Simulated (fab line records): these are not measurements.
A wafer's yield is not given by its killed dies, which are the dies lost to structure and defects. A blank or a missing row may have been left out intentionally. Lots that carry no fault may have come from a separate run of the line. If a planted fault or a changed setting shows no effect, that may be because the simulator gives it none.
Problem report in the 8D (eight disciplines) form, filled by code -- flow sky130 -- the parts of the form that need people (team, actions taken, sign-off) are left out

== 1. PROBLEM STATEMENT ==
Mean of developer_temp_C at SKY_LDD_P_DEVELOP_06: 22.29 C across 6 wafers in 2 lots; on wafers with no fault it is 22.98 C (standard deviation 0.1). Measured from the usual mean, that is -6.9 standard deviations.
The step: develop time 60 s.
The first sign was on wafer L940.3 at day 22 22:35, on litho_track-04. The record holds 39 wafers of 13 lots with a number at this step. Rule for "out", or "out of limits": more than 4 standard deviations from the usual mean. The rest of the wafers with a number are treated as sound.

== 2. WHAT IT IS; WHAT IT IS NOT ==
question,is,is not
which readings at this step,developer_temp_C,-
which lots,"L940, L943","L931, L932, L933, L934, L936, L939, L949, L951, L952, L953, L954"
which wafers of those lots,all that have a number,-
read on which tools,litho_track-04,"litho_track-01, litho_track-03"
when,from day 22 22:35,"up to then (18 sound wafers); but 15 sound wafers of L949, L951, L952, L953, L954 came after"

== 3. THE SUSPECTS, EACH WITH WHAT RULES IT OUT ==
Counting: any tool at a process step up to the reading is kept as a suspect provided that every lot that is out went through it and no sound lot did after the first of them.
- plasma_asher-04 at SKY_LDD_N_STRIP_16 (strips in O2/N2): ruled out as a lasting fault. Following L940 (day 21 16:00), the first lot on it that is out, the sound lots L953, L954 were run on it.
- litho_track-04 at SKY_LDD_P_DEVELOP_06 (develop time 60 s): ruled out as a lasting fault. Following L940 (day 22 22:35), the first lot on it that is out, the sound lots L954 were run on it.
Left after counting: nothing in the record.

== 4. THE CAUSE (what the simulator had put in) ==
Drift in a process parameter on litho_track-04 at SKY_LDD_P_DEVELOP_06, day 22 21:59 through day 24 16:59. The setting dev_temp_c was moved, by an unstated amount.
Counting ruled it out, wrongly.

== 5. THE CHAIN OF EFFECTS, in route order ==
Rows list readings where the struck wafers' mean (over those with a number) sits beyond 3 standard deviations from the usual. Only readings whose record carries a usual standard deviation are examined. hours: median over the lots of the time between each lot's start at the first step of this table that gives one and its start at this step. sigmas: the change, counted in usual standard deviations.
hours,step,reading,usual,on struck wafers,change,sigmas
0,SKY_LDD_P_DEVELOP_06,developer_temp_C,22.98 C,22.29,-0.69,-6.9
Here are the process steps it includes:
- SKY_LDD_P_DEVELOP_06: develop time 60 s.

== 6. WHAT WOULD HAVE CAUGHT IT SOONER ==
In this record the first reading out of limits was taken at day 22 22:35, 1 hour after the fault began at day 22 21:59.
